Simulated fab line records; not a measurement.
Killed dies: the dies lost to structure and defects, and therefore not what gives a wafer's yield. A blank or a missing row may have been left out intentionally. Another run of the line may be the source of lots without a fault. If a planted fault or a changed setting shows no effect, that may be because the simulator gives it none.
fab line records	flow sky130
record lots=6	wafers=18	lastDay=50
route steps=708 shown VIA4@658 METAL5@661 PAD_OPEN@708
lots that met no fault: from a run of the same line without faults
startH: hours from the record's opening day to when the first of the lot's shown wafers began	waitH: hours since the lot's step before	" identical to the entry in the row above	L1.1+2: several wafers, shown together as one row	- either no value or no given start	* or withheld: withheld	< > ~ a bound
route shown NAME@n: NAME is a module with steps in the file, n the number in the route of the first one	usual: the fault-free wafers' mean and standard deviation	same: alike in all rows	chamber/n: place in a boat	sites: the reading at each site	_std_site: how widely they spread, as a standard deviation	_edge_site: inner sites' mean taken away from outer sites' mean	radiusMm: how far each site lies from the wafer's centre	mask NAME#n: copy n	behind: the last tool/chamber to shape the wafer	hold: the reason the lot was held/the length of the hold in hours/how it ended	device: which transistor (n, p or np) failed to switch	end of line: tests run on the same wafers once the route is complete	a step with no rows: only its recipe	killed: the dies lost at the first sort to structure and to defects; this is not the yield of the wafer	map: shows each die of a wafer: x if killed, . if not, _ if none is there
set.NAME: the setting as run; set.NAME@STEP: as run at that earlier step	model.NAME: the simulator's own value behind a step, which no gauge read
lots seen at some steps along the route; tables by step, rows by wafer
services: the hour from which a tool's chamber was out of use, counted from the record's first day as startH (under 0 if before that day), plus the number of hours and why
## steps
# step SKY_VIA4_RS_MEAS_19
# recipe thkMeasGauge=four-point-probe	reads=W_of_VIA4_CVD_18+TiN_of_VIA4_SPUTTER_17
# usual VIA4_W_RS=0.226/0.0031
lot.wafer	tool	chamber	startH	waitH	VIA4_W_RS[ohm/sq]
L373.2	filmMetro-03	-	1020.51	0.1	0.222
L373.5	"	-	"	"	0.230
L373.6	"	-	"	"	0.223
L378.2	filmMetro-02	-	1054.43	0.1	0.227
L378.4	"	-	"	"	0.224
L378.5	"	-	"	"	0.224
L379.1	filmMetro-02	-	1064.85	0.3	0.225
L379.3	"	-	"	"	0.225
L379.4	"	-	"	"	0.226
L380.3	filmMetro-03	-	1067.02	0.1	0.226
L380.4	"	-	"	"	0.220
L380.6	"	-	"	"	0.227
L381.1	filmMetro-02	-	1069.51	0.1	0.225
L381.3	"	-	"	"	0.227
L381.6	"	-	"	"	0.226
L392.2	filmMetro-04	-	1133.88	0.1	0.224
L392.3	"	-	"	"	0.223
L392.5	"	-	"	"	0.227
# step SKY_VIA4_THK_MEAS_20
# recipe thkMeasGauge=xrf	reads=W_of_VIA4_CVD_18
# usual VIA4_W_THK=517/11
lot.wafer	tool	chamber	startH	waitH	VIA4_W_THK[nm]
L373.2	filmMetro-03	-	1020.62	0.1	530
L373.5	"	-	"	"	512
L373.6	"	-	"	"	527
L378.2	filmMetro-02	-	1054.54	0.1	510
L378.4	"	-	"	"	515
L378.5	"	-	"	"	517
L379.1	filmMetro-02	-	1064.97	0.1	513
L379.3	"	-	"	"	513
L379.4	"	-	"	"	513
L380.3	filmMetro-03	-	1067.12	0.1	525
L380.4	"	-	"	"	541
L380.6	"	-	"	"	526
L381.1	filmMetro-02	-	1069.63	0.1	514
L381.3	"	-	"	"	507
L381.6	"	-	"	"	513
L392.2	filmMetro-04	-	1133.99	0.1	519
L392.3	"	-	"	"	523
L392.5	"	-	"	"	512
# step SKY_VIA4_CMP_21
# recipe stopOn=SiO2	tOverpolishS=25	downForcePsi=3.5	platenRpm=60	targetThkNm=0	padVelocityMS=0.94248
# usual headPressurePsi=3.500/0.0075	motorCurrentA=11.6/0.94	overpolishRunS=25.000/0.0091	slurryFlowMlMin=150.0/0.46	timeToEndpointS=122/3.6
lot.wafer	tool	chamber	startH	waitH	headPressurePsi	motorCurrentA	overpolishRunS	slurryFlowMlMin	timeToEndpointS
L373.2	cmp-01	3	1020.72	0.1	3.498	12.1	24.992	150.1	123
L373.6	"	2	"	"	3.498	10.7	25.013	150.3	120
L373.5	"	3	"	"	3.507	12.9	25.006	151.2	121
L378.2	cmp-01	2	1054.59	0.0	3.491	11.0	24.999	150.4	121
L378.4	"	3	"	"	3.491	13.2	25.011	149.3	121
L378.5	"	2	"	"	3.500	10.6	24.994	150.0	118
L379.3	cmp-02	0	1065.03	0.0	3.499	11.8	24.996	149.6	125
L379.4	"	2	"	"	3.491	9.9	24.993	149.1	126
L379.1	"	3	"	"	3.509	11.4	24.996	149.9	129
L380.3	cmp-01	2	1067.16	0.0	3.505	10.4	24.991	150.0	121
L380.4	"	3	"	"	3.505	13.2	24.994	150.8	128
L380.6	"	2	"	"	3.510	10.9	25.015	150.3	119
L381.3	cmp-01	2	1069.71	0.0	3.515	11.0	24.997	149.9	121
L381.1	"	0	"	"	3.487	11.0	24.985	149.8	122
L381.6	"	3	"	"	3.492	12.6	25.005	149.5	125
L392.3	cmp-02	0	1134.59	0.6	3.504	12.2	25.001	150.8	120
L392.2	"	1	"	"	3.503	13.7	25.011	149.0	121
L392.5	"	0	"	"	3.510	11.8	24.994	150.8	118
# step SKY_METAL5_SPUTTER_00
# recipe material=Ti	targetThkNm=15	powerW=3000	timeS=10	chamberPressurePa=0.4
# usual cathodeDcPowerW=3000.0/0.47	throttleValvePct=30.0/0.98
# same timeS=10
lot.wafer	tool	chamber	startH	waitH	cathodeDcPowerW	throttleValvePct
L373.2	pvdSputter-01	-	1020.97	0.2	3000.3	30.5
L373.5	"	-	"	"	3000.2	29.5
L373.6	"	-	"	"	2999.0	30.7
L378.2	pvdSputter-04	-	1054.89	0.2	3000.0	28.4
L378.4	"	-	"	"	3000.4	31.6
L378.5	"	-	"	"	3000.4	29.6
L379.1	pvdSputter-04	-	1065.33	0.1	3000.1	28.6
L379.3	"	-	"	"	2999.3	31.4
L379.4	"	-	"	"	3000.0	29.2
L380.3	pvdSputter-01	-	1067.46	0.2	3001.1	30.5
L380.4	"	-	"	"	2999.6	30.4
L380.6	"	-	"	"	2999.6	30.8
L381.1	pvdSputter-04	-	1070.01	0.1	2999.3	28.6
L381.3	"	-	"	"	3000.1	31.6
L381.6	"	-	"	"	3000.4	29.1
L392.2	pvdSputter-02	-	1134.84	0.1	3000.4	30.6
L392.3	"	-	"	"	3000.0	29.4
L392.5	"	-	"	"	3000.5	29.8
# step SKY_METAL5_SPUTTER_01
# recipe material=TiN	targetThkNm=20	powerW=6500	timeS=16.7	chamberPressurePa=0.4
# usual cathodeDcPowerW=6500.0/1.2	throttleValvePct=30.0/0.97
# same timeS=16.7
lot.wafer	tool	chamber	startH	waitH	cathodeDcPowerW	throttleValvePct
L373.2	pvdSputter-01	-	1020.99	0.0	6503.0	30.2
L373.5	"	-	"	"	6499.7	29.5
L373.6	"	-	"	"	6498.1	30.8
L378.2	pvdSputter-04	-	1054.92	0.0	6500.8	28.2
L378.4	"	-	"	"	6501.2	31.5
L378.5	"	-	"	"	6500.4	29.8
L379.1	pvdSputter-04	-	1065.36	0.0	6498.0	28.9
L379.3	"	-	"	"	6497.4	31.4
L379.4	"	-	"	"	6496.3	29.1
L380.3	pvdSputter-01	-	1067.49	0.0	6500.7	30.4
L380.4	"	-	"	"	6499.2	30.5
L380.6	"	-	"	"	6502.1	30.7
L381.1	pvdSputter-04	-	1070.03	0.0	6501.7	28.8
L381.3	"	-	"	"	6499.4	31.4
L381.6	"	-	"	"	6500.4	29.1
L392.2	pvdSputter-02	-	1134.87	0.0	6501.0	30.4
L392.3	"	-	"	"	6499.5	29.7
L392.5	"	-	"	"	6499.7	30.1
# step SKY_METAL5_SPUTTER_02
# recipe material=AlCu	targetThkNm=1150	powerW=10600	timeS=59.31	chamberPressurePa=0.4
# usual cathodeDcPowerW=10600/2.2	throttleValvePct=30.1/0.97
# same timeS=59.31
lot.wafer	tool	chamber	startH	waitH	cathodeDcPowerW	throttleValvePct
L373.2	pvdSputter-01	-	1021.02	0.0	10602	30.6
L373.5	"	-	"	"	10599	29.3
L373.6	"	-	"	"	10601	30.7
L378.2	pvdSputter-04	-	1054.94	0.0	10597	28.9
L378.4	"	-	"	"	10598	31.4
L378.5	"	-	"	"	10601	29.5
L379.1	pvdSputter-04	-	1065.38	0.0	10598	28.4
L379.3	"	-	"	"	10604	31.4
L379.4	"	-	"	"	10601	29.2
L380.3	pvdSputter-01	-	1067.51	0.0	10601	30.7
L380.4	"	-	"	"	10599	30.3
L380.6	"	-	"	"	10604	30.6
L381.1	pvdSputter-04	-	1070.06	0.0	10602	28.9
L381.3	"	-	"	"	10603	31.7
L381.6	"	-	"	"	10599	29.0
L392.2	pvdSputter-02	-	1134.89	0.0	10600	30.6
L392.3	"	-	"	"	10599	29.4
L392.5	"	-	"	"	10599	29.8
# step SKY_METAL5_SPUTTER_03
# recipe material=Ti	targetThkNm=5	powerW=3000	timeS=3.3	chamberPressurePa=0.4
# step SKY_METAL5_SPUTTER_04
# recipe material=TiN	targetThkNm=70	powerW=6500	timeS=58.3	chamberPressurePa=0.4
# usual cathodeDcPowerW=6500.2/1.1	throttleValvePct=30.1/0.98
# same timeS=58.3
lot.wafer	tool	chamber	startH	waitH	cathodeDcPowerW	throttleValvePct
L373.2	pvdSputter-01	-	1021.09	0.0	6498.9	30.5
L373.5	"	-	"	"	6498.8	29.2
L373.6	"	-	"	"	6500.3	30.6
L378.2	pvdSputter-04	-	1055.01	0.0	6499.4	28.4
L378.4	"	-	"	"	6498.4	31.5
L378.5	"	-	"	"	6500.6	29.4
L379.1	pvdSputter-04	-	1065.45	0.0	6501.2	28.7
L379.3	"	-	"	"	6501.8	31.6
L379.4	"	-	"	"	6501.8	29.0
L380.3	pvdSputter-01	-	1067.58	0.0	6499.3	30.5
L380.4	"	-	"	"	6500.4	30.5
L380.6	"	-	"	"	6500.0	30.8
L381.1	pvdSputter-04	-	1070.13	0.0	6502.1	28.6
L381.3	"	-	"	"	6501.3	31.7
L381.6	"	-	"	"	6500.2	29.2
L392.2	pvdSputter-02	-	1134.96	0.0	6499.7	30.6
L392.3	"	-	"	"	6499.6	29.9
L392.5	"	-	"	"	6501.0	29.9
# step SKY_METAL5_RS_MEAS_05
# recipe thkMeasGauge=four-point-probe	reads=TiN_of_METAL5_SPUTTER_04+Ti_of_METAL5_SPUTTER_03+AlCu_of_METAL5_SPUTTER_02+TiN_of_METAL5_SPUTTER_01+Ti_of_METAL5_SPUTTER_00
# usual METAL5_ALCU_RS=0.02785/0.00029
lot.wafer	tool	chamber	startH	waitH	METAL5_ALCU_RS[ohm/sq]
L373.2	filmMetro-03	-	1021.16	0.0	0.02809
L373.5	"	-	"	"	0.0282
L373.6	"	-	"	"	0.02783
L378.2	filmMetro-02	-	1055.08	0.0	0.02791
L378.4	"	-	"	"	0.02788
L378.5	"	-	"	"	0.0278
L379.1	filmMetro-03	-	1065.50	0.0	0.02813
L379.3	"	-	"	"	0.02827
L379.4	"	-	"	"	0.02794
L380.3	filmMetro-01	-	1067.67	0.1	0.02778
L380.4	"	-	"	"	0.02787
L380.6	"	-	"	"	0.02743
L381.1	filmMetro-02	-	1070.18	0.0	0.02754
L381.3	"	-	"	"	0.02792
L381.6	"	-	"	"	0.02774
L392.2	filmMetro-03	-	1135.03	0.0	0.02816
L392.3	"	-	"	"	0.02801
L392.5	"	-	"	"	0.02825
# step SKY_METAL5_THK_MEAS_06
# recipe thkMeasGauge=xrf	reads=AlCu_of_METAL5_SPUTTER_02
# usual METAL5_ALCU_THK=1119/14
lot.wafer	tool	chamber	startH	waitH	METAL5_ALCU_THK[nm]
L373.2	filmMetro-03	-	1021.27	0.1	1121
L373.5	"	-	"	"	1104
L373.6	"	-	"	"	1132
L378.2	filmMetro-02	-	1055.19	0.1	1102
L378.4	"	-	"	"	1102
L378.5	"	-	"	"	1105
L379.1	filmMetro-03	-	1065.62	0.1	1120
L379.3	"	-	"	"	1112
L379.4	"	-	"	"	1127
L380.3	filmMetro-01	-	1067.77	0.1	1125
L380.4	"	-	"	"	1116
L380.6	"	-	"	"	1134
L381.1	filmMetro-02	-	1070.30	0.1	1124
L381.3	"	-	"	"	1102
L381.6	"	-	"	"	1109
L392.2	filmMetro-03	-	1135.14	0.1	1119
L392.3	"	-	"	"	1104
L392.5	"	-	"	"	1111
# step SKY_METAL5_DEHYDRATE_07
# recipe tempC=200	timeS=60
# step SKY_METAL5_HMDS_08
# recipe primeTimeS=60	primeTempC=120
# step SKY_METAL5_COAT_09
# recipe resist=NOVOLAK	spinRpm=3000	resistThkNm=1800
# usual resistLineTempC=23.00/0.12
lot.wafer	tool	chamber	startH	waitH	resistLineTempC	model.NOVOLAK_of_METAL5_COAT_09.thkNm
L373.2	lithoTrack-04	0	1033.65	0.1	22.88	1803
L373.5	"	0	"	"	22.79	1801
L373.6	"	0	"	"	22.88	1806
L378.2	lithoTrack-01	0	1065.59	0.1	23.02	2295
L378.4	"	0	"	"	22.94	2303
L378.5	"	0	"	"	22.82	2305
L379.1	lithoTrack-04	0	1075.42	0.1	23.00	1805
L379.3	"	0	"	"	23.16	1805
L379.4	"	0	"	"	23.28	1802
L380.3	lithoTrack-01	0	1078.82	0.1	23.14	2295
L380.4	"	0	"	"	23.09	2300
L380.6	"	0	"	"	23.05	2291
L381.1	lithoTrack-02	0	1080.25	0.1	23.09	1802
L381.3	"	0	"	"	23.19	1803
L381.6	"	0	"	"	23.18	1798
L392.2	lithoTrack-01	0	1142.69	0.1	23.10	1798
L392.3	"	0	"	"	23.02	1794
L392.5	"	0	"	"	23.02	1795
# step SKY_METAL5_SOFTBAKE_10
# recipe tempC=90	timeS=60	resist=NOVOLAK
# step SKY_METAL5_EXPOSE_11
# recipe maskId=MM5	na=0.6	sourceShape=conventional	sigmaOuter=0.6	polarization=unpolarized	targetCdNm=1600	doseMj=190
# step SKY_METAL5_PEB_12
# recipe tempC=withheld	timeS=*	resist=NOVOLAK
# step SKY_METAL5_DEVELOP_13
# recipe resist=NOVOLAK	developer=TMAH	developTimeS=60	devTempC=23
# step SKY_METAL5_DESCUM_14
# recipe chemistry=O2	sourcePowerW=150	biasPowerW=0	pressureMtorr=10	tempC=40	timeS=11
# usual drypumpMotorCurrentA=5.50/0.3	heBacksideLeakSccm=3.35/0.3	oesProductAu=1.000/0.0071
# same timeS=11
lot.wafer	tool	chamber	startH	waitH	drypumpMotorCurrentA	heBacksideLeakSccm	oesProductAu	rfHoursCounterH	model.METAL5.cdNm
L373.2	rieMetal-04	1	1044.37	0.1	6.09	3.42	0.993	5	1602
L373.5	"	1	"	"	6.09	3.50	0.990	-	1602
L373.6	"	0	"	"	5.70	3.09	0.993	-	1600
L378.2	rieMetal-02	0	1075.77	0.1	5.36	3.37	1.008	25	1638
L378.4	"	1	"	"	5.38	3.38	0.991	-	1638
L378.5	"	0	"	"	5.34	3.47	1.008	-	1639
L379.1	rieMetal-04	1	1086.37	0.1	6.07	3.52	0.982	8	1598
L379.3	"	1	"	"	6.09	3.56	0.994	-	1597
L379.4	"	0	"	"	5.67	3.11	1.001	-	1598
L380.3	rieMetal-03	1	1088.78	0.1	5.35	3.09	1.004	-	1636
L380.4	"	0	"	"	5.13	3.74	0.990	-	1635
L380.6	"	0	"	"	5.14	3.65	0.997	-	1636
L381.1	rieMetal-04	1	1090.00	0.1	6.06	3.43	1.004	9	1601
L381.3	"	0	"	"	5.68	3.14	0.997	-	1601
L381.6	"	0	"	"	5.69	3.28	0.997	-	1598
L392.2	rieMetal-02	1	1152.42	0.1	5.34	3.19	0.999	29	1597
L392.3	"	0	"	"	5.35	3.25	1.019	-	1597
L392.5	"	0	"	"	5.34	3.30	1.009	-	1597
# step SKY_METAL5_METAL_ETCH_15
# recipe targetDepthA=12600	stopOn=SiO2	overEtchFrac=0.2	timeS=252	chemistry=Cl2/BCl3	resistSidewallDeg=86	pressureMtorr=10	icpW=900	biasW=48.5	Cl2_flow_sccm=60	bcl3FlowSccm=30
# usual drypumpMotorCurrentA=5.50/0.3	heBacksideLeakSccm=3.33/0.3	oesProductAu=0.889/0.0074	throttleValvePct=22.264/0.0099
# same overEtchFrac=0.2	timeS=252
lot.wafer	tool	chamber	startH	waitH	drypumpMotorCurrentA	heBacksideLeakSccm	oesProductAu	rfHoursCounterH	throttleValvePct	model.NOVOLAK_of_METAL5_COAT_09.thkNm	model.METAL5.cdNm
L373.2	rieMetal-04	1	1044.40	0.0	6.09	3.56	0.879	5	22.269	1047	1604
L373.5	"	1	"	"	6.07	3.53	0.888	-	22.276	1037	1604
L373.6	"	0	"	"	5.70	3.15	0.879	-	22.267	1045	1597
L378.2	rieMetal-02	0	1075.80	0.0	5.37	3.42	0.883	25	22.256	1520	1643
L378.4	"	1	"	"	5.34	3.45	0.892	-	22.255	1544	1641
L378.5	"	0	"	"	5.35	3.35	0.890	-	22.265	1530	1641
L379.1	rieMetal-04	1	1086.41	0.0	6.06	3.47	0.884	8	22.261	1041	1597
L379.3	"	1	"	"	6.06	3.51	0.877	-	22.258	1033	1592
L379.4	"	0	"	"	5.69	3.31	0.887	-	22.275	1038	1594
L380.3	rieMetal-03	1	1088.88	0.1	5.41	2.99	0.896	-	22.283	1532	1635
L380.4	"	0	"	"	5.13	3.42	0.882	-	22.244	1538	1635
L380.6	"	0	"	"	5.14	3.70	0.892	-	22.266	1531	1632
L381.1	rieMetal-04	1	1090.03	0.0	6.05	3.44	0.895	9	22.268	1041	1600
L381.3	"	0	"	"	5.69	3.18	0.887	-	22.253	1050	1600
L381.6	"	0	"	"	5.68	2.97	0.885	-	22.261	1043	1598
L392.2	rieMetal-02	1	1152.45	0.0	5.37	3.23	0.881	29	22.259	1035	1596
L392.3	"	0	"	"	5.34	3.31	0.895	-	22.287	1024	1601
L392.5	"	0	"	"	5.34	3.36	0.882	-	22.294	1025	1604
# step SKY_METAL5_STRIP_16
# recipe chemistry=O2/N2	powerW=1400	pressureMtorr=1500	platenTempC=withheld	o2FlowSccm=3000	n2FlowSccm=300	overashFraction=0.5
# usual drypumpMotorCurrentA=5.8/0.55	oesProductAu=0.710/0.0044	stripTimeToEndpointS=13.08/0.095
lot.wafer	tool	chamber	startH	waitH	drypumpMotorCurrentA	oesProductAu	rfHoursCounterH	stripTimeToEndpointS
L373.2	plasmaAsher-03	0	1044.64	0.2	6.0	0.707	27	13.22
L373.5	"	1	"	"	5.9	0.709	-	13.10
L373.6	"	0	"	"	6.0	0.711	-	13.18
L378.2	plasmaAsher-04	0	1076.04	0.2	6.6	0.702	92	18.54
L378.4	"	1	"	"	5.3	0.706	-	18.82
L378.5	"	0	"	"	6.6	0.716	-	18.67
L379.1	plasmaAsher-01	0	1086.64	0.2	4.9	0.711	2	13.16
L379.3	"	1	"	"	6.1	0.713	-	13.06
L379.4	"	0	"	"	4.9	0.713	-	13.11
L380.3	plasmaAsher-03	1	1089.07	0.1	5.9	0.714	-	18.69
L380.4	"	0	"	"	6.1	0.707	-	18.75
L380.6	"	0	"	"	6.1	0.720	-	18.67
L381.1	plasmaAsher-03	0	1090.27	0.2	6.0	0.712	32	13.16
L381.3	"	1	"	"	5.9	0.713	-	13.25
L381.6	"	1	"	"	5.9	0.711	-	13.17
L392.2	plasmaAsher-04	1	1152.69	0.2	5.3	0.706	99	13.07
L392.3	"	0	"	"	6.6	0.709	-	12.93
L392.5	"	1	"	"	5.3	0.704	-	12.97
# step SKY_METAL5_STRIP_17
# recipe chemistry=postEtchResidueRemover	timeS=1200	tempC=72.5
# step SKY_PAD_OPEN_PROBE_99
# usual defectLimitedYield=82.1/1.8	killed_at_M0_to_M3=44/6.2	killed_at_M4_up=3.3/1.7	killedAtContacts=24/4.9	killedAtFrontEnd=16/5	killedAtOther=0.3/0.48	killedDies=88/9	killedOpen=48/7	killedShort=39/6.1	sort_bin_3_pad_short=0.9/0.46	sort_bin_5_function=10.6/1.4	sort_bin_6_memory=6.4/1.1	sortNPass=404/9	sortYieldPct=82.1/1.8
# same grossDies=492	killedAtBackSide=0	sort_bin_4_leakage[%]=0	sort_bin_8_speed[%]=0
lot.wafer	tool	chamber	startH	waitH	defectLimitedYield[%]	killed_at_M0_to_M3	killed_at_M4_up	killedAtContacts	killedAtFrontEnd	killedAtOther	killedDies	killedOpen	killedShort	sort_bin_3_pad_short[%]	sort_bin_5_function[%]	sort_bin_6_memory[%]	sortNPass	sortYieldPct[%]	model.etest.met5.widthNm	model.etest.met5.lineOhmUm
L373.6	prober-01	-	1090.83	0.2	83.9	37	3	22	16	1	79	46	28	0.4	10.6	5.1	413	83.9	1602	0.01757
L378.2	prober-02	-	1118.37	0.1	80.7	50	3	27	15	0	95	45	50	0.6	11.6	7.1	397	80.7	1642	0.01707
L378.4	prober-02	-	1118.47	0.2	84.1	32	5	27	14	0	78	47	31	0.4	8.7	6.7	414	84.1	1641	0.01713
L378.5	prober-02	-	1118.52	0.2	81.3	46	5	26	15	0	92	48	43	1.4	10.8	6.5	400	81.3	1642	0.01707
L379.1	prober-01	-	1129.97	0.1	81.5	47	7	19	18	0	91	52	39	1.2	12.0	5.3	401	81.5	1601	0.01763
L379.3	prober-01	-	1130.07	0.2	79.3	46	7	21	28	0	102	54	45	1.8	13.0	5.9	390	79.3	1592	0.01784
L379.4	prober-01	-	1130.12	0.2	80.3	54	4	28	10	1	97	52	44	2.0	9.8	7.9	395	80.3	1592	0.0177
L380.3	prober-02	-	1133.36	0.2	82.3	45	3	25	14	0	87	53	33	0.4	9.6	7.7	405	82.3	1635	0.01709
L380.4	prober-02	-	1133.41	0.2	81.1	49	2	23	19	0	93	44	48	0.6	11.8	6.5	399	81.1	1638	0.017
L380.6	prober-02	-	1133.51	0.2	83.9	34	5	28	12	0	79	41	37	1.8	8.9	5.3	413	83.9	1636	0.01676
L381.6	prober-01	-	1133.94	0.2	80.5	51	3	29	13	0	96	55	41	1.0	10.4	8.1	396	80.5	1595	0.01741
L392.2	prober-02	-	1189.87	0.1	83.1	43	1	27	12	0	83	47	36	0.8	8.7	7.3	409	83.1	1595	0.01775
L392.3	prober-02	-	1189.92	0.2	77.4	51	1	37	21	1	111	71	40	0.8	12.0	9.8	381	77.4	1600	0.01765
L392.5	prober-02	-	1190.02	0.2	82.3	44	2	26	15	0	87	40	47	0.8	11.0	5.9	405	82.3	1606	0.01791
# killed by level:class
L373.6 VIA1:geometricParticle:open=10 FIELD_ISO:geometricParticle:open=7 CONTACT:geometricParticle:open=6 LI_CONTACT:geometricParticle:open=6 METAL1:geometricParticle:short=6 VIA3:geometricParticle:open=6 VIA2:geometricParticle:open=4 FIELD_ISO:geometricParticle:short=3
L378.2 VIA1:geometricParticle:open=11 CONTACT:geometricParticle:open=8 VIA2:geometricParticle:short=8 CONTACT:geometricParticle:short=7 VIA2:geometricParticle:open=6 VIA3:geometricParticle:open=6 LOCAL_INTERCONNECT:geometricParticle:short=5 POLY_GATE:geometricParticle:short=5
L378.4 CONTACT:geometricParticle:open=10 VIA1:geometricParticle:open=10 VIA3:geometricParticle:open=6 LI_CONTACT:geometricParticle:open=5 POLY_GATE:geometricParticle:open=4 LI_CONTACT:geometricParticle:short=4 CONTACT:geometricParticle:short=4 METAL1:geometricParticle:short=4
L378.5 CONTACT:geometricParticle:open=12 VIA1:geometricParticle:open=8 VIA2:geometricParticle:open=7 METAL2:geometricParticle:short=7 METAL1:geometricParticle:short=7 LI_CONTACT:geometricParticle:open=6 VIA3:geometricParticle:open=5 VIA3:geometricParticle:short=4
L379.1 VIA1:geometricParticle:open=13 METAL2:geometricParticle:short=9 VIA2:geometricParticle:open=7 CONTACT:geometricParticle:open=6 VIA3:geometricParticle:open=6 LOCAL_INTERCONNECT:geometricParticle:short=5 METAL4:geometricParticle:short=5 FIELD_ISO:geometricParticle:open=4
L379.3 VIA1:geometricParticle:open=13 VIA3:geometricParticle:open=9 FIELD_ISO:geometricParticle:short=6 POLY_GATE:geometricParticle:short=6 LI_CONTACT:geometricParticle:open=6 CONTACT:geometricParticle:open=6 VIA2:geometricParticle:short=6 FIELD_ISO:geometricParticle:open=5
L379.4 VIA1:geometricParticle:open=11 VIA2:geometricParticle:open=11 METAL2:geometricParticle:short=9 VIA3:geometricParticle:open=9 LI_CONTACT:geometricParticle:open=8 CONTACT:geometricParticle:short=6 FIELD_ISO:geometricParticle:short=5 LI_CONTACT:geometricParticle:short=5
L380.3 VIA1:geometricParticle:open=13 VIA3:geometricParticle:open=12 CONTACT:geometricParticle:open=11 LOCAL_INTERCONNECT:geometricParticle:short=5 VIA1:geometricParticle:short=5 FIELD_ISO:geometricParticle:open=4 POLY_GATE:geometricParticle:short=4 CONTACT:geometricParticle:short=4
L380.4 VIA1:geometricParticle:open=11 VIA3:geometricParticle:open=8 VIA2:geometricParticle:open=7 CONTACT:geometricParticle:short=7 VIA2:geometricParticle:short=6 CONTACT:geometricParticle:open=5 METAL2:geometricParticle:short=5 FIELD_ISO:geometricParticle:short=4
L380.6 VIA2:geometricParticle:open=9 CONTACT:geometricParticle:open=9 LI_CONTACT:geometricParticle:open=7 VIA3:geometricParticle:open=7 METAL4:geometricParticle:short=5 LOCAL_INTERCONNECT:geometricParticle:short=5 VIA1:geometricParticle:open=5 CONTACT:geometricParticle:short=4
L381.6 VIA1:geometricParticle:open=14 CONTACT:geometricParticle:open=11 VIA2:geometricParticle:short=6 METAL2:geometricParticle:short=6 VIA2:geometricParticle:open=6 VIA3:geometricParticle:open=6 FIELD_ISO:geometricParticle:open=5 LOCAL_INTERCONNECT:geometricParticle:short=5
L392.2 VIA1:geometricParticle:open=15 CONTACT:geometricParticle:open=10 CONTACT:geometricParticle:short=9 VIA1:geometricParticle:short=6 LI_CONTACT:geometricParticle:open=5 VIA3:geometricParticle:open=5 VIA2:geometricParticle:open=5 POLY_GATE:geometricParticle:short=4
L392.3 VIA2:geometricParticle:open=19 CONTACT:geometricParticle:open=16 LI_CONTACT:geometricParticle:open=10 VIA3:geometricParticle:open=8 VIA1:geometricParticle:open=7 METAL2:geometricParticle:short=6 VIA3:geometricParticle:short=6 FIELD_ISO:geometricParticle:open=5
L392.5 VIA1:geometricParticle:open=10 CONTACT:geometricParticle:open=8 LOCAL_INTERCONNECT:geometricParticle:short=7 VIA1:geometricParticle:short=6 LI_CONTACT:geometricParticle:open=5 METAL2:geometricParticle:short=5 VIA2:geometricParticle:short=5 VIA2:geometricParticle:open=5
## services
tool	chamber	startH	hours	kind
pvdSputter-04	-	996.90	1.3	repair
cmp-02	-	997.86	1.8	repair
pvdSputter-01	3	1039.19	-	consumableReplace:kit
pvdSputter-01	3	1039.19	18.0	scheduledDown
plasmaAsher-01	-	1055.25	9.0	pm
plasmaAsher-04	-	1058.49	2.7	repair
pvdSputter-02	-	1059.14	3.5	repair
cmp-01	-	1062.79	1.2	repair
pvdSputter-02	-	1065.89	18.9	repair
rieMetal-04	-	1066.28	0.4	repair
plasmaAsher-01	-	1068.62	3.3	repair
pvdSputter-04	2	1081.78	-	consumableReplace:kit
pvdSputter-04	2	1081.78	18.0	scheduledDown
pvdSputter-04	2	1081.78	18.0	ventCycle
plasmaAsher-01	-	1082.11	3.3	repair
cmp-02	-	1084.00	4.0	pm
cmp-02	-	1090.80	1.2	repair
cmp-01	-	1096.50	0.4	repair
pvdSputter-04	-	1097.90	14.4	repair
pvdSputter-02	-	1114.70	2.4	repair
cmp-01	-	1131.93	4.7	pm
cmp-01	-	1139.13	1.7	repair
cmp-02	-	1145.38	1.9	repair
pvdSputter-02	-	1151.21	6.7	repair
## key
firstSign step=SKY_METAL5_STRIP_16	reading=stripTimeToEndpointS	direction=up	sigmas=59	usual=*	struck=*
effect none on later readings
modelEffect step=SKY_METAL5_COAT_09	value=NOVOLAK_of_METAL5_COAT_09.thkNm	without=1803	struck=2298
modelEffect step=SKY_METAL5_DESCUM_14	value=METAL5.cdNm	without=1600	struck=1637
modelEffect step=SKY_METAL5_METAL_ETCH_15	value=NOVOLAK_of_METAL5_COAT_09.thkNm	without=1037	struck=1532
modelEffect step=SKY_PAD_OPEN_PROBE_99	value=etest.met5.widthNm	without=1602	struck=1639
metAt SKY_METAL5_COAT_09
struckWafers L378.2,L378.4,L378.5,L380.3,L380.4,L380.6
fault kind=processParameterDrift	tool=lithoTrack-01	chamber=-	onsetH=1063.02	steps=SKY_METAL5_COAT_09	channel=resistThkNm	offset=493.97	shape=step	endH=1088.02	actsIn=theseRecipesOnly	stated=1800
